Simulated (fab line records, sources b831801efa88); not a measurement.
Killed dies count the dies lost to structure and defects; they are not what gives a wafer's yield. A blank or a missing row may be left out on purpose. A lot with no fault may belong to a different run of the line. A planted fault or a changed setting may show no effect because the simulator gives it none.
The tool behind it: which one? + flow sky130 + Sampling: 13 lots, 39 wafers, 4 of 708 route steps

WHAT THE GAUGES SHOWED, per wafer
SKY_FIELD_ISO_CD_MEAS_13: target cd 150 nm.
| lot  | measured    | on        | cd-nm (nm)        |
|------|-------------|-----------|-------------------|
| L172 | day 2 03:58 | cd-sem-01 | 148.7 149.3 149.1 |
| L173 | day 2 11:53 | cd-sem-02 | 149.8 149.4 149.7 |
| L174 | day 2 16:14 | cd-sem-02 | 149.6 149.0 149.1 |
| L175 | day 2 23:33 | cd-sem-01 | 150.6 149.2 150.3 |
| L176 | day 3 01:14 | cd-sem-02 | 147.2 147.9 147.7 |
| L177 | day 3 06:49 | cd-sem-01 | 150.9 151.4 151.1 |
| L178 | day 3 11:58 | cd-sem-02 | 149.5 149.1 152.8 |
| L181 | day 4 04:35 | cd-sem-01 | 150.4 150.4 148.8 |
| L186 | day 5 06:46 | cd-sem-01 | 150.0 149.4 149.8 |
| L187 | day 5 12:07 | cd-sem-01 | 150.9 150.0 151.5 |
| L192 | day 6 12:14 | cd-sem-01 | 149.7 149.9 149.6 |
| L194 | day 7 01:29 | cd-sem-02 | 149.2 151.8 150.1 |
| L195 | day 7 06:08 | cd-sem-02 | 151.1 151.1 150.3 |

SKY_SONOS_ONO_THK_MEAS_01.
| lot  | measured     | on            | SONOS_ONO_OXIDATION_THK (nm) |
|------|--------------|---------------|------------------------------|
| L172 | day 11 10:29 | film-metro-04 | 2.68 2.73 2.63               |
| L173 | day 11 20:18 | film-metro-01 | 2.65 2.71 2.66               |
| L174 | day 12 05:20 | film-metro-01 | 2.64 2.70 2.67               |
| L175 | day 12 20:26 | film-metro-03 | 2.57 2.52 2.49               |
| L176 | day 12 20:26 | film-metro-04 | 2.54 2.49 2.46               |
| L177 | day 13 05:12 | film-metro-03 | 2.61 2.64 2.64               |
| L178 | day 13 10:21 | film-metro-04 | 2.52 2.50 2.54               |
| L181 | day 14 10:59 | film-metro-01 | 2.70 2.62 2.54               |
| L186 | day 16 03:22 | film-metro-03 | 2.65 2.69 2.66               |
| L187 | day 16 12:40 | film-metro-03 | 2.55 2.70 2.61               |
| L192 | day 18 07:59 | film-metro-01 | 2.60 2.58 2.63               |
| L194 | day 18 21:53 | film-metro-01 | 2.61 2.59 2.59               |
| L195 | day 19 06:02 | film-metro-04 | 2.59 2.60 2.56               |

SKY_PASSIVATION_THK_MEAS_01.
| lot  | measured     | on            | PASSIVATION_CVD_00_THK (nm) |
|------|--------------|---------------|-----------------------------|
| L172 | day 43 20:55 | film-metro-02 | 90.3 89.5 91.3              |
| L173 | day 44 00:53 | film-metro-02 | 88.7 89.5 92.2              |
| L174 | day 44 08:24 | film-metro-04 | 87.3 89.1 89.5              |
| L175 | day 45 03:50 | film-metro-04 | 90.0 91.5 91.9              |
| L176 | day 45 05:30 | film-metro-01 | 88.7 89.2 89.8              |
| L177 | day 45 08:16 | film-metro-04 | 89.5 89.6 90.2              |
| L178 | day 45 12:53 | film-metro-04 | 89.3 91.3 91.0              |
| L181 | day 46 08:40 | film-metro-02 | 88.4 91.2 88.6              |
| L186 | day 47 10:11 | film-metro-04 | 87.4 88.3 88.6              |
| L187 | day 47 21:21 | film-metro-02 | 90.1 90.6 89.0              |
| L192 | day 49 00:58 | film-metro-01 | 89.9 90.5 90.6              |
| L194 | day 49 13:50 | film-metro-01 | 90.0 89.2 90.3              |
| L195 | day 49 13:50 | film-metro-02 | 90.5 90.5 88.3              |

EACH LOT AND THE TOOL THAT RAN IT (in order: tool; ch and the chambers of the sampled wafers; start)
| lot  | SKY_FIELD_ISO_ETCH_17           |
|------|---------------------------------|
| L172 | rie-si-01 ch 0,3, day 2 04:17   |
| L173 | rie-si-01 ch 0,1, day 2 12:11   |
| L174 | rie-si-02 ch 0,2,3, day 2 16:33 |
| L175 | rie-si-02 ch 0,1,2, day 2 23:50 |
| L176 | rie-si-01 ch 0,1,3, day 3 01:32 |
| L177 | rie-si-02 ch 0,1,3, day 3 07:08 |
| L178 | rie-si-01 ch 1,2, day 3 12:15   |
| L181 | rie-si-02 ch 2,3, day 4 04:53   |
| L186 | rie-si-02 ch 1,2,3, day 5 07:05 |
| L187 | rie-si-02 ch 0,1,2, day 5 12:26 |
| L192 | rie-si-01 ch 0,1,3, day 6 12:33 |
| L194 | rie-si-01 ch 0,1, day 7 01:47   |
| L195 | rie-si-01 ch 1,2, day 7 06:24   |
- SKY_FIELD_ISO_ETCH_17: etches Si in HBr/Cl2/O2, target depth 342 nm, time 97.7 s.

WHAT THE TOOLS THEMSELVES READ (means of the sampled wafers that have a number; where no wafer has one, the mark that the record gives instead)
SKY_FIELD_ISO_ETCH_17.
| lot  | tool      | drypump-motor-current-A (A) | oes-product-au (a.u.) | run-length-s (s) | throttle-valve-pct (%) |
|------|-----------|-----------------------------|-----------------------|------------------|------------------------|
| L172 | rie-si-01 | 5.2                         | 0.988                 | 125.6            | 25.662                 |
| L173 | rie-si-01 | 5.6                         | 0.986                 | 125.7            | 25.668                 |
| L174 | rie-si-02 | 6.0                         | 1.000                 | 126.3            | 25.661                 |
| L175 | rie-si-02 | 6.0                         | 1.000                 | 125.7            | 25.657                 |
| L176 | rie-si-01 | 5.4                         | 1.002                 | 125.9            | 25.652                 |
| L177 | rie-si-02 | 6.4                         | 0.999                 | 125.5            | 25.664                 |
| L178 | rie-si-01 | 5.5                         | 0.987                 | 125.9            | 25.665                 |
| L181 | rie-si-02 | 5.5                         | 1.002                 | 126.1            | 25.665                 |
| L186 | rie-si-02 | 6.0                         | 1.007                 | 127.0            | 25.651                 |
| L187 | rie-si-02 | 6.0                         | 0.994                 | 126.9            | 25.656                 |
| L192 | rie-si-01 | 5.4                         | 0.988                 | 125.4            | 25.659                 |
| L194 | rie-si-01 | 5.6                         | 0.991                 | 125.5            | 25.662                 |
| L195 | rie-si-01 | 5.5                         | 0.983                 | 125.9            | 25.666                 |

THE ANSWER, worked out from the rows above alone
Rule: usual is defined by the lots themselves. Put in order of their means at a reading, lots are off if they are a third of the lots or fewer, leave a main group of 4 or more, and stand apart from it by a gap of 3 or more times the standard deviation of the main group's means; of several such gaps the widest counts. The tables above print the reading to a certain number of digits; a main group whose means all agree to those digits is not used. Also off: a lot with no number at a reading for which 4 or more lots have one. Where the step has rows for the other lots, those lots are counted as sound. Order of review: gauges by route order, followed by the tools' own readings, for which a lot's mean as printed above is used. At the first step where some lot is off, the reading lying furthest off is the one used; lots without a number count as furthest.
None of the lots is off at any reading shown; this tells nothing.

WHAT WAS PUT IN BY THE SIMULATOR
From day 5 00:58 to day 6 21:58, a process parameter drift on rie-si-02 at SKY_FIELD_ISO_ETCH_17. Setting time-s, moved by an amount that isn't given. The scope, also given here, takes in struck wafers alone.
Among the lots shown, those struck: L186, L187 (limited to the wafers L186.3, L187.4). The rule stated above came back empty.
